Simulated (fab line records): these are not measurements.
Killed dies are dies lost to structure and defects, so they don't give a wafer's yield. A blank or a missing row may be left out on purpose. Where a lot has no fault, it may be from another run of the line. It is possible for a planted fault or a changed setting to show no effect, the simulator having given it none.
Chamber matching    flow sky130    SKY_VIA3_ETCH_15 on rie_diel-03: 4 sister chambers
The step etches SiO2 in C4F8/O2/Ar, stops on TiN, target depth 507 nm, time 78 s. 4 wafers are shown with their chamber, then 7 later ones without.

== WAFERS WITH THEIR CHAMBER ==
wafer   chamber  oes_product_au (a.u.)
L489.3  3        0.945
L495.4  1        0.947
L496.2  2        0.942
L496.3  0        0.928

== WAFERS WITH NO CHAMBER GIVEN ==
wafer   oes_product_au (a.u.)
L496.6  0.951
L503.2  0.950
L503.3  0.945
L503.5  0.943
L512.1  0.956
L512.4  0.951
L512.6  0.942

== CHAMBER TAKEN BY EACH ==
wafer   from the rows above           in truth
L496.6  can't be placed: 1 or 3 or 2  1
L503.2  can't be placed: 1 or 3 or 2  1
L503.3  can't be placed: 3 or 1 or 2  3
L503.5  can't be placed: 2 or 3 or 1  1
L512.1  can't be placed: 1 or 3 or 2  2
L512.4  can't be placed: 1 or 3 or 2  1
L512.6  can't be placed: 2 or 3 or 1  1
0 of 7 placed correctly. Cannot be placed on the basis of these rows: 7; the candidates contain the true chamber in 7. Placed wrongly: 0.
How it was worked out, from the rows above alone: a wafer's distance from a chamber is the root of the sum, over the readings, of the square of ((its reading less the chamber's mean) divided by the reading's scatter). If the next closest chamber is less than 2 further off than the closest, the wafer can't be placed; otherwise it belongs to the closest. For every chamber, the mean is computed from those of its wafers that are shown. The scatter: root of mean squared gap, hidden wafer to nearest shown wafer, with one shown wafer a chamber.
